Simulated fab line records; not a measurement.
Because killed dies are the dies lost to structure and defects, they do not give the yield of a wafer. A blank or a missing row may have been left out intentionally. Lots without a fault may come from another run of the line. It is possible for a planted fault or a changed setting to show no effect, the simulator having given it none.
Which of the tools did it? -- flow sky130 -- 12 lots, 36 wafers sampled, at 5 steps of a route of 708

WHAT EACH GAUGE READ, for each wafer
SKY_SONOS_ONO_CD_MEAS_13 targets a cd of 410 nm. Usual: 409.3 nm for cd-nm, sd 2.1.
lot,measured,on,cd-nm (nm),flag
L526,day 12 12:25,cd-sem-02,406.6 405.2 405.9,
L527,day 13 00:02,cd-sem-01,410.3 408.2 409.5,
L528,day 13 03:14,cd-sem-02,408.2 409.4 407.0,
L529,day 13 14:30,cd-sem-01,407.4 407.1 408.4,
L530,day 14 01:32,cd-sem-02,408.7 412.3 410.9,
L535,day 15 20:29,cd-sem-02,405.9 407.5 407.3,
L538,day 17 01:32,cd-sem-01,409.6 410.0 410.0,
L539,day 17 07:53,cd-sem-01,410.8 411.0 410.7,
L540,day 17 13:32,cd-sem-02,404.6 406.0 407.5,
L542,day 18 08:28,cd-sem-01,406.9 406.9 408.5,
L544,day 18 23:02,cd-sem-01,409.3 409.4 408.8,
L548,day 20 11:59,cd-sem-02,409.1 410.4 409.8,

SKY_SD_N_CD_MEAS_07 targets a cd of 380 nm. Usual: 379.8 nm for cd-nm, sd 2.2.
lot,measured,on,cd-nm (nm),flag
L526,day 27 16:59,cd-sem-02,380.5 380.5 377.6,
L527,day 28 03:32,cd-sem-02,381.7 381.6 381.3,
L528,day 28 10:17,cd-sem-01,378.2 378.3 377.6,
L529,day 28 23:22,cd-sem-02,381.9 379.7 380.5,
L530,day 29 11:56,cd-sem-02,379.4 382.0 378.4,
L535,day 31 14:09,cd-sem-01,377.8 378.4 378.9,
L538,day 32 06:50,cd-sem-01,377.0 378.3 380.3,
L539,day 32 15:26,cd-sem-02,379.6 378.5 377.8,
L540,day 32 23:23,cd-sem-01,378.6 380.9 381.1,
L542,day 33 08:53,cd-sem-02,382.4 386.0 385.4,
L544,day 34 04:18,cd-sem-01,380.4 382.1 381.0,
L548,day 35 09:00,cd-sem-01,383.1 381.8 378.1,

SKY_SD_N_OVL_MEAS_08. Usual: for SD_N_OVL the level is -0.1 nm and the standard deviation is 1.5.
lot,measured,on,SD_N_OVL (nm),flag
L526,day 27 17:06,overlay-02,-0.4 0.6 -2.6,
L527,day 28 03:39,overlay-02,-0.4 -2.6 -2.0,
L528,day 28 10:25,overlay-02,0.6 -0.6 0.9,
L529,day 28 23:28,overlay-02,0.6 1.7 0.9,
L530,day 29 12:04,overlay-01,1.6 1.0 -0.1,
L535,day 31 14:16,overlay-02,2.6 1.9 1.1,
L538,day 32 06:57,overlay-01,312.8 311.3 311.1,OFF
L539,day 32 15:31,overlay-01,3.1 3.2 1.1,
L540,day 32 23:28,overlay-01,309.5 312.1 310.9,OFF
L542,day 33 09:00,overlay-02,0.9 -0.9 0.2,
L544,day 34 04:23,overlay-01,2.8 3.0 2.0,
L548,day 35 09:07,overlay-02,0.1 -0.2 0.1,

SKY_SD_N_RS_MEAS_18: a four-point-probe measurement. Usual: for RES_XHIGH_RS the level is 329.4 ohm/sq and the standard deviation is 1.3.
lot,measured,on,RES_XHIGH_RS (ohm/sq),flag
L526,day 27 18:04,film-metro-03,329.3 329.7 330.6,
L527,day 28 04:37,film-metro-03,329.7 329.3 330.0,
L528,day 28 11:22,film-metro-02,328.2 328.4 329.5,
L529,day 29 00:26,film-metro-03,328.9 329.5 329.0,
L530,day 29 13:01,film-metro-01,334.1 332.3 332.4,
L535,day 31 15:14,film-metro-03,330.7 329.3 330.0,
L538,day 32 07:55,film-metro-03,329.2 328.2 330.3,
L539,day 32 16:31,film-metro-01,329.0 328.7 329.0,
L540,day 33 00:28,film-metro-01,327.2 328.5 328.4,
L542,day 33 10:01,film-metro-02,328.2 327.5 327.8,
L544,day 34 05:23,film-metro-01,329.0 330.1 330.3,
L548,day 35 10:08,film-metro-03,330.0 330.1 329.4,

WHAT TOOL EACH LOT RAN ON (gives the tool, then ch and the chambers of the sampled wafers, and finally the start)
lot,SKY_SD_N_EXPOSE_04
L526,"iline-stepper-01 ch 0, day 27 02:25"
L527,"iline-stepper-02 ch 0, day 27 13:04"
L528,"iline-stepper-02 ch 0, day 27 19:35"
L529,"iline-stepper-01 ch 0, day 28 09:32"
L530,"iline-stepper-01 ch 0, day 28 21:56"
L535,"iline-stepper-01 ch 0, day 31 00:19"
L538,"iline-stepper-02 ch 0, day 31 17:06"
L539,"iline-stepper-01 ch 0, day 32 01:12"
L540,"iline-stepper-02 ch 0, day 32 09:57"
L542,"iline-stepper-01 ch 0, day 32 20:43"
L544,"iline-stepper-01 ch 0, day 33 15:33"
L548,"iline-stepper-01 ch 0, day 34 19:31"
- SKY_SD_N_EXPOSE_04: exposes mask NSDM, target cd 380 nm.

WHAT THE TOOLS THEMSELVES READ (means of the sampled wafers that have a number; where no wafer has one, the mark that the record gives instead)
SKY_SD_N_EXPOSE_04. Usual: exposure-dose-mJ-cm2 140.87, standard deviation 0.13; reticle-temp-C 23.02 C, standard deviation 0.12.
lot,tool,exposure-dose-mJ-cm2,reticle-temp-C (C),flag
L526,iline-stepper-01,140.99,23.14,
L527,iline-stepper-02,140.87,22.80,
L528,iline-stepper-02,140.79,22.85,
L529,iline-stepper-01,140.83,23.12,
L530,iline-stepper-01,140.76,23.21,
L535,iline-stepper-01,141.05,22.92,
L538,iline-stepper-02,140.83,22.98,
L539,iline-stepper-01,140.93,22.99,
L540,iline-stepper-02,140.85,22.98,
L542,iline-stepper-01,140.96,23.00,
L544,iline-stepper-01,140.91,23.01,
L548,iline-stepper-01,140.84,22.95,

THE ANSWER, worked out from the rows above alone
Rule: lot off if the mean of its wafers having a number is beyond 3 standard deviations from the usual mean. A lot without any number at a reading at which 4 lots or more have one is off too. All remaining lots with rows at the step are treated as sound. After the gauges, taken in route order, come the tools' own readings; for these a lot's mean is taken, as printed above. At the first step where some lot is off, the reading lying furthest off is the one used; lots without a number count as furthest.
Off: L538, L540, at SKY_SD_N_OVL_MEAS_08 (SD_N_OVL).
If a tool, at a process step before that reading, ran all the lots that are off and no sound lot after the first of them, it fits. Those tools and the gauges at SKY_SD_N_OVL_MEAS_08 are tried in the same way. One candidate fits, namely iline-stepper-02 at SKY_SD_N_EXPOSE_04. A fault onset in the window from L528 (day 27 19:35, its last sound lot) to L538 (day 31 17:06, its first lot off) fits.

WHAT WAS PUT IN BY THE SIMULATOR
Scanner matching overlay: iline-stepper-02, from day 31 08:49 on, at SKY_SD_N_EXPOSE_04. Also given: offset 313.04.
Struck lots among those shown: L538, L540. The rule above found the same.
